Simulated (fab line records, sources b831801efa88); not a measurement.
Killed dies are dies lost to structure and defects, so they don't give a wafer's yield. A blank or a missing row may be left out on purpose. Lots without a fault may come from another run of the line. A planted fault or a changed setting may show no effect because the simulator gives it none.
fab line records | flow gf180mcu | part 2 of 2: steps 29 to 39 of 39
record lots=5 wafers=15 last_day=33
route steps=602 shown LVPWELL@59 MVSD@66 MVPSD@78 VT_IMPLANT@90
lots that met no fault: from a run of the same line without faults
start_h: hours from the record's first day to the start of the lot's first wafer shown | wait_h: hours since the lot's step before | " the same as in the row above | L1.1+2: a row that stands for several wafers | - no value, or no start given | * or withheld: withheld | < > ~ a bound
route shown NAME@n: a module of which the file shows steps, and the number in the route of the first | usual: mean/standard deviation of fault-free wafers | same: alike in all rows | chamber/n: place in a boat | sites: the reading at each site | _std_site: their standard deviation | _edge_site: outer sites' mean less inner sites' | radius_mm: how far each site lies from the wafer's centre | mask NAME#n: copy n | behind: the tool/chamber that last shaped the wafer | hold: why the lot was held/for how many hours/how that ended | device: the transistor (n, p or np) that didn't switch | end of line: the same wafers' tests at the end of the route | a step without rows: its recipe alone | killed: dies lost to structure and defects at the first sort, not the wafer's yield | map: a wafer's dies, x killed, . not, _ none there
set.NAME: the setting as run; set.NAME@STEP: as run at that earlier step | model.NAME: the simulator's own value behind a step, which no gauge read
lots at some steps of the route; a table a step, a row a wafer
services: from which hour (start_h, from the record's first day; less than 0 if before it) a tool's chamber was out of use, for how many hours, and why
## steps
# step GF_MVPSD_IMPLANT_09
# recipe species=B energy_kev=40 dose_cm2=5e+12 tilt_deg=0
# usual end_station_pressure_torr=5.03e-06/2.5e-07
# columns lot.wafer tool chamber start_h wait_h end_station_pressure_torr
L076.3 implanter-02 0 111.52 0.1 4.74e-06
L076.4 " 0 " " 5.02e-06
L076.5 " 0 " " 5.27e-06
L086.1 implanter-02 0 167.52 0.1 4.96e-06
L086.2 " 0 " " 5.14e-06
L086.3 " 0 " " 4.92e-06
L089.3 implanter-03 0 184.52 0.1 5.25e-06
L089.4 " 0 " " 5.21e-06
L089.6 " 0 " " 5.38e-06
L090.1 implanter-03 0 189.17 0.1 4.89e-06
L090.3 " 0 " " 5.46e-06
L090.4 " 0 " " 5.24e-06
L094.1 implanter-03 0 214.17 0.1 4.91e-06
L094.3 " 0 " " 5.4e-06
L094.6 " 0 " " 4.78e-06
# step GF_MVPSD_STRIP_10
# recipe chemistry=O2/N2 power_w=1400 pressure_mtorr=1500 platen_temp_c=250 o2_flow_sccm=3000 n2_flow_sccm=300 overash_fraction=0.5
# usual drypump_motor_current_A=5.6/0.54 heater_power_w=332/35 oes_product_au=0.723/0.0045 strip_time_to_endpoint_s=36.98/0.1
# columns lot.wafer tool chamber start_h wait_h drypump_motor_current_A heater_power_w oes_product_au rf_hours_counter_h strip_time_to_endpoint_s
L076.3 plasma_asher-02 0 111.66 0.1 5.1 313 0.720 - 36.91
L076.4 " 1 " " 6.3 334 0.724 - 36.87
L076.5 " 1 " " 6.3 342 0.729 - 36.96
L086.1 plasma_asher-03 0 167.67 0.1 5.5 299 0.723 51 36.89
L086.2 " 1 " " 6.1 411 0.720 51 36.92
L086.3 " 0 " " 5.5 297 0.716 - 36.74
L089.3 plasma_asher-02 1 184.66 0.1 6.3 339 0.733 - 36.86
L089.4 " 0 " " 5.1 306 0.726 - 36.96
L089.6 " 0 " " 5.1 315 0.725 - 37.00
L090.1 plasma_asher-01 1 189.32 0.1 4.8 349 0.728 56 37.10
L090.3 " 1 " " 4.8 343 0.724 - 37.06
L090.4 " 0 " " 5.8 296 0.720 - 37.12
L094.1 plasma_asher-03 0 214.32 0.1 5.4 304 0.725 56 36.91
L094.3 " 0 " " 5.5 299 0.717 - 37.04
L094.6 " 1 " " 6.1 411 0.738 - 36.89
# step GF_MVPSD_TW_MEAS_11
# usual MVPSD_TW=549/7.6
# columns lot.wafer tool chamber start_h wait_h MVPSD_TW
L076.3 film_metro-02 - 111.74 0.1 544
L076.4 " - " " 545
L076.5 " - " " 547
L086.1 film_metro-01 - 167.77 0.1 544
L086.2 " - " " 545
L086.3 " - " " 544
L089.3 film_metro-04 - 184.74 0.1 564
L089.4 " - " " 566
L089.6 " - " " 566
L090.1 film_metro-01 - 189.42 0.1 549
L090.3 " - " " 550
L090.4 " - " " 550
L094.1 film_metro-02 - 214.42 0.1 543
L094.3 " - " " 544
L094.6 " - " " 544
# step GF_VT_IMPLANT_DEHYDRATE_00
# recipe temp_c=200 time_s=60
# usual heater_power_total_W=160.37/0.13
# columns lot.wafer tool chamber start_h wait_h heater_power_total_W
L076.3 litho_track-02 0 117.96 6.2 160.21
L076.4 " 0 " " 160.36
L076.5 " 0 " " 160.41
L086.1 litho_track-04 0 175.27 7.5 160.36
L086.2 " 0 " " 160.17
L086.3 " 0 " " 160.22
L089.3 litho_track-02 0 192.01 7.3 160.40
L089.4 " 0 " " 160.35
L089.6 " 0 " " 160.47
L090.1 litho_track-01 0 197.18 7.8 160.36
L090.3 " 0 " " 160.42
L090.4 " 0 " " 160.39
L094.1 litho_track-04 0 222.17 7.7 160.23
L094.3 " 0 " " 160.32
L094.6 " 0 " " 160.38
# step GF_VT_IMPLANT_HMDS_01
# recipe prime_time_s=60 prime_temp_c=120
# same prime_time_s=60
# columns lot.wafer tool chamber start_h wait_h
L076.3+4+5 litho_track-02 0 118.11 0.1
L086.1+2+3 litho_track-04 0 175.42 0.1
L089.3+4+6 litho_track-02 0 192.16 0.1
L090.1+3+4 litho_track-01 0 197.33 0.1
L094.1+3+6 litho_track-04 0 222.32 0.1
# step GF_VT_IMPLANT_COAT_02
# recipe resist=NOVOLAK spin_rpm=3000 resist_thk_nm=1000
# columns lot.wafer tool chamber start_h wait_h
L076.3+4+5 litho_track-02 0 118.26 0.1
L086.1+2+3 litho_track-04 0 175.57 0.1
L089.3+4+6 litho_track-02 0 192.31 0.1
L090.1+3+4 litho_track-01 0 197.48 0.1
L094.1+3+6 litho_track-04 0 222.47 0.1
# step GF_VT_IMPLANT_SOFTBAKE_03
# recipe temp_c=90 time_s=60 resist=NOVOLAK
# usual heater_power_total_W=56.60/0.039
# columns lot.wafer tool chamber start_h wait_h heater_power_total_W
L076.3 litho_track-02 0 118.41 0.1 56.64
L076.4 " 0 " " 56.62
L076.5 " 0 " " 56.54
L086.1 litho_track-04 0 175.72 0.1 56.57
L086.2 " 0 " " 56.55
L086.3 " 0 " " 56.60
L089.3 litho_track-02 0 192.46 0.1 56.63
L089.4 " 0 " " 56.62
L089.6 " 0 " " 56.59
L090.1 litho_track-01 0 197.63 0.1 56.61
L090.3 " 0 " " 56.62
L090.4 " 0 " " 56.57
L094.1 litho_track-04 0 222.62 0.1 56.58
L094.3 " 0 " " 56.54
L094.6 " 0 " " 56.64
# step GF_VT_IMPLANT_EXPOSE_04
# recipe mask_id=LVPWELL_LV_AREA target_cd_nm=600 na=0.6 source_shape=conventional sigma_outer=0.6 dose_mj=140
# usual reticle_temp_C=23.02/0.12
# columns lot.wafer tool chamber start_h wait_h mask reticle_temp_C
L076.3 iline_stepper-02 0 - - LVPWELL_LV_AREA#0 23.15
L076.4 " 0 " " LVPWELL_LV_AREA#0 23.30
L076.5 " 0 " " LVPWELL_LV_AREA#0 22.99
L086.1 iline_stepper-01 0 - - LVPWELL_LV_AREA#0 23.05
L086.2 " 0 " " LVPWELL_LV_AREA#0 23.00
L086.3 " 0 " " LVPWELL_LV_AREA#0 23.08
L089.3 iline_stepper-02 0 - - LVPWELL_LV_AREA#0 23.06
L089.4 " 0 " " LVPWELL_LV_AREA#0 22.99
L089.6 " 0 " " LVPWELL_LV_AREA#0 22.99
L090.1 iline_stepper-01 0 - - LVPWELL_LV_AREA#0 23.00
L090.3 " 0 " " LVPWELL_LV_AREA#0 23.05
L090.4 " 0 " " LVPWELL_LV_AREA#0 23.06
L094.1 iline_stepper-01 0 - - LVPWELL_LV_AREA#0 22.91
L094.3 " 0 " " LVPWELL_LV_AREA#0 22.85
L094.6 " 0 " " LVPWELL_LV_AREA#0 22.91
# step GF_VT_IMPLANT_PEB_05
# recipe temp_c=withheld time_s=* resist=NOVOLAK
# columns lot.wafer tool chamber start_h wait_h
L076.3+4+5 litho_track-04 0 - -
L086.1+2+3 litho_track-01 0 - -
L089.3+4+6 litho_track-01 0 - -
L090.1+3+4 litho_track-02 0 - -
L094.1+3+6 litho_track-02 0 - -
# step GF_VT_IMPLANT_DEVELOP_06
# recipe develop_time_s=60 dev_temp_c=23
# columns lot.wafer tool chamber start_h wait_h
L076.3+4+5 litho_track-04 0 125.57 0.1
L086.1+2+3 litho_track-01 0 182.99 0.1
L089.3+4+6 litho_track-01 0 200.23 0.1
L090.1+3+4 litho_track-02 0 205.86 0.1
L094.1+3+6 litho_track-02 0 231.01 0.1
# step GF_VT_IMPLANT_OVL_MEAS_07
# usual VT_IMPLANT_OVL=-0.7/1.8
# columns lot.wafer tool chamber start_h wait_h VT_IMPLANT_OVL[nm]
L076.3 overlay-02 - 125.69 0.1 1.4
L076.4 " - " " 2.3
L076.5 " - " " 0.5
L086.1 overlay-01 - 183.14 0.1 -1.4
L086.2 " - " " 0.1
L086.3 " - " " 1.5
L089.3 overlay-01 - 200.35 0.1 3.2
L089.4 " - " " 1.3
L089.6 " - " " 2.9
L090.1 overlay-02 - 206.01 0.1 0.1
L090.3 " - " " -0.7
L090.4 " - " " -0.6
L094.1 overlay-01 - 231.16 0.1 -1.3
L094.3 " - " " -3.9
L094.6 " - " " -3.3
## services
# columns tool chamber start_h hours kind
plasma_asher-01 - 58.86 0.8 repair
implanter-01 - 73.50 4.0 pm
implanter-04 - 76.85 11.3 repair
implanter-04 - 81.93 4.5 repair
iline_stepper-01 - 96.63 - consumable_replace:lamp
implanter-01 - 103.40 7.7 pm
iline_stepper-01 - 104.95 0.8 pm
implanter-03 - 108.49 2.8 repair
plasma_asher-04 - 108.75 9.0 pm
plasma_asher-04 0 108.75 9.0 vent_cycle
plasma_asher-04 1 108.75 9.0 vent_cycle
implanter-01 - 111.09 6.3 pm
plasma_asher-04 0 117.75 - clean
plasma_asher-04 1 117.75 - clean
iline_stepper-01 - 137.17 4.4 pm
plasma_asher-03 - 139.99 6.5 repair
iline_stepper-02 - 141.65 2.1 pm
iline_stepper-02 - 143.73 - consumable_replace:lamp
plasma_asher-02 - 170.45 0.4 repair
plasma_asher-01 - 178.67 3.3 pm
plasma_asher-03 - 181.07 2.8 pm
iline_stepper-02 0 191.53 - calibration
plasma_asher-04 - 205.85 3.9 repair
implanter-02 - 229.35 3.3 repair
